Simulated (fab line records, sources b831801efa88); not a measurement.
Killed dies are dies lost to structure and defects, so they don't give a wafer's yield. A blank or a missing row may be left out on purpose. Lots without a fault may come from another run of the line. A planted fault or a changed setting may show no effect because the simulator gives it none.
Problem report in the 8D (eight disciplines) form, filled by code | flow sky130 | the parts of the form that need people (team, actions taken, sign-off) are left out

1. THE PROBLEM
dose_ions_cm2 at SKY_LDD_N_IMPLANT_10 reads a mean of 8.5e+13 on 6 wafers of 2 lots; wafers without a fault read 7.5e+13 with a standard deviation of 8.4e+10. That is +99 or more standard deviations from the usual mean.
First seen on wafer L967.1, day 24 04:33, on implanter-04. The record holds 18 wafers of 6 lots with a number at this step. Rule for "out", or "out of limits": more than 4 standard deviations from the usual mean. The other wafers with a number count as sound.

2. WHAT IT IS AND WHAT IT IS NOT
question                    | is                     | is not
which readings at this step | dose_ions_cm2          | -
which lots                  | L967, L969             | L959, L960, L972, L973
which wafers of those lots  | all that have a number | -
read on which tools         | implanter-04           | implanter-03
when                        | from day 24 04:33      | up to then (6 sound wafers); but 6 sound wafers of L972, L973 came after

3. SUSPECTS, AND WHAT RULES EACH OUT
Counting: a tool at a process step up to the reading stays a suspect if it ran every lot that is out and no sound lot after the first of them.
- implanter-04 at SKY_LDD_N_IMPLANT_10: kept. It ran every lot that is out, first L967 (day 24 04:33), and no sound lot after that; its last sound lot up to then is L960 (day 21 20:19). Its own readings are out on those wafers: dose_ions_cm2.
Left after counting: implanter-04 at SKY_LDD_N_IMPLANT_10.

4. THE CAUSE (what the simulator had put in)
Process parameter drift: implanter-04, from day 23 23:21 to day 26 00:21, at SKY_LDD_N_IMPLANT_10. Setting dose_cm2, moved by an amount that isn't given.
Counting left only this tool.

5. THE CHAIN OF EFFECTS, in route order
Each row: a reading whose mean over the struck wafers that have a number lies more than 3 standard deviations from the usual. Only readings for which the record gives a usual standard deviation are gone through. hours: the time from each lot's start at the first step in this table that gives one to its start at this step, as a median over the lots. sigmas: the change in usual standard deviations.
hours | step                 | reading       | usual   | on struck wafers | change   | sigmas
0     | SKY_LDD_N_IMPLANT_10 | beam_on_s     | 9.99 s  | 10.91            | +0.92    | +4.6
0     | SKY_LDD_N_IMPLANT_10 | dose_ions_cm2 | 7.5e+13 | 8.5e+13          | +9.8e+12 | +99 or more
The process steps in it:
- SKY_LDD_N_IMPLANT_10

6. WHAT WOULD HAVE CAUGHT IT SOONER
In this record the first reading out of limits was taken at day 24 04:33, 5 hours after the fault began at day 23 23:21.
